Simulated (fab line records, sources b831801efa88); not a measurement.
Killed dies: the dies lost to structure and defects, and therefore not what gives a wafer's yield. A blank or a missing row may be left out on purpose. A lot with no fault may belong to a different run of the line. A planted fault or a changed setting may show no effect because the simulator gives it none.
Matching of chambers	flow sfq line	SFQ_TRILAYER_I4_VIA_BARC_OPEN_VIA_ETCH_146 on rie diel-02: 4 sister chambers
The step etches BARC in O2, target depth 125 nm, time 41.7 s. 16 wafers are shown with their chamber, then 8 later ones without.

## WAFERS PAIRED WITH THEIR CHAMBERS
wafer	chamber	drypump motor current A (A)	oes product au (a.u.)
L429.2	2	5.6	0.683
L429.3	3	6.1	0.683
L429.6	0	6.2	0.684
L432.2	3	6.1	0.683
L432.5	3	6.1	0.689
L432.6	2	5.6	0.685
L434.1	0	6.3	0.686
L434.3	1	5.8	0.682
L434.4	3	6.1	0.682
L436.1	1	5.8	0.684
L436.2	0	6.2	0.687
L436.5	2	5.6	0.688
L437.1	0	6.3	0.681
L437.4	1	5.8	0.682
L437.5	3	6.2	0.681
L441.2	1	5.8	0.688

SIGNATURES (averages over the wafers above)
reading	chamber 0	chamber 1	chamber 2	chamber 3	scatter within a chamber
drypump motor current A	6.250	5.800	5.600	6.120	0.0387
oes product au	0.68450	0.68400	0.68533	0.68360	0.00284
Rule: for a wafer and a chamber, the distance is found by dividing, reading by reading, the gap between the wafer's reading and the chamber's mean by the reading's scatter, squaring, summing and taking the root. The wafer belongs to the nearest chamber; if the next one is less than 2 further off, it can't be placed. The scatter: take each reading less its chamber's mean, square it, sum over the shown wafers, divide by the number of wafers less the number of chambers, and take the root.

## WAFERS WITH NO CHAMBER GIVEN
wafer	drypump motor current A (A)	oes product au (a.u.)
L441.3	5.6	0.688
L441.4	6.2	0.689
L445.3	5.6	0.683
L445.4	6.1	0.686
L445.5	6.1	0.677
L450.1	6.1	0.691
L450.2	5.6	0.689
L450.3	6.2	0.684

## THE CHAMBER EACH PASSED THROUGH
wafer	from the rows above	in truth
L441.3	2	2
L441.4	can't be placed: 0 or 3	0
L445.3	2	2
L445.4	3	3
L445.5	3	3
L450.1	can't be placed: 3 or 0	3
L450.2	2	2
L450.3	can't be placed: 0 or 3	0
5 of 8 placed correctly. From these rows, 3 cannot be placed; in 3 the true chamber is one of the candidates. Placed wrongly: 0.
